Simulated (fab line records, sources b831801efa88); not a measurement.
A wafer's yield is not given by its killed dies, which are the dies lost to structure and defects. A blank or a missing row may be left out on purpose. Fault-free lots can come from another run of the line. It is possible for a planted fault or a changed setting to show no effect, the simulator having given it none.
Matching of chambers :: flow gf180mcu :: cmp-01 running GF_V5_CMP_04: 3 sister chambers
The step polishes SiO2. 3 wafers are shown with their chamber, then 6 later ones without.

== WAFERS, EACH WITH ITS CHAMBER ==
wafer: L671.2
chamber: 2
motor current A (A): 14.1

wafer: L678.4
chamber: 0
motor current A (A): 12.1

wafer: L678.5
chamber: 3
motor current A (A): 10.4

== WAFERS WITH NO CHAMBER GIVEN ==
wafer: L678.6
motor current A (A): 12.5

wafer: L685.2
motor current A (A): 13.4

wafer: L685.3
motor current A (A): 11.9

wafer: L685.6
motor current A (A): 12.5

wafer: L686.2
motor current A (A): 11.6

wafer: L686.5
motor current A (A): 12.0

== EACH ONE'S CHAMBER ==
wafer: L678.6
from the rows above: 0
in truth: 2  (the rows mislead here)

wafer: L685.2
from the rows above: can't be placed: 2 or 0
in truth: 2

wafer: L685.3
from the rows above: 0
in truth: 0

wafer: L685.6
from the rows above: 0
in truth: 0

wafer: L686.2
from the rows above: can't be placed: 0 or 3
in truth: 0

wafer: L686.5
from the rows above: 0
in truth: 0
Correctly placed: 3 of 6. Cannot be placed on the basis of these rows: 2; the candidates contain the true chamber in 2. 1 placed wrongly.
How it was worked out, from the rows above alone: a wafer's distance from a chamber is the root of the sum, over the readings, of the square of ((its reading less the chamber's mean) divided by the reading's scatter). If the next closest chamber is less than 2 further off than the closest, the wafer can't be placed; otherwise it belongs to the closest. The mean given for a chamber averages the wafers shown for that chamber. The scatter: with one shown wafer a chamber, the root of the mean of the squares of how far each hidden wafer lies from its nearest shown one.
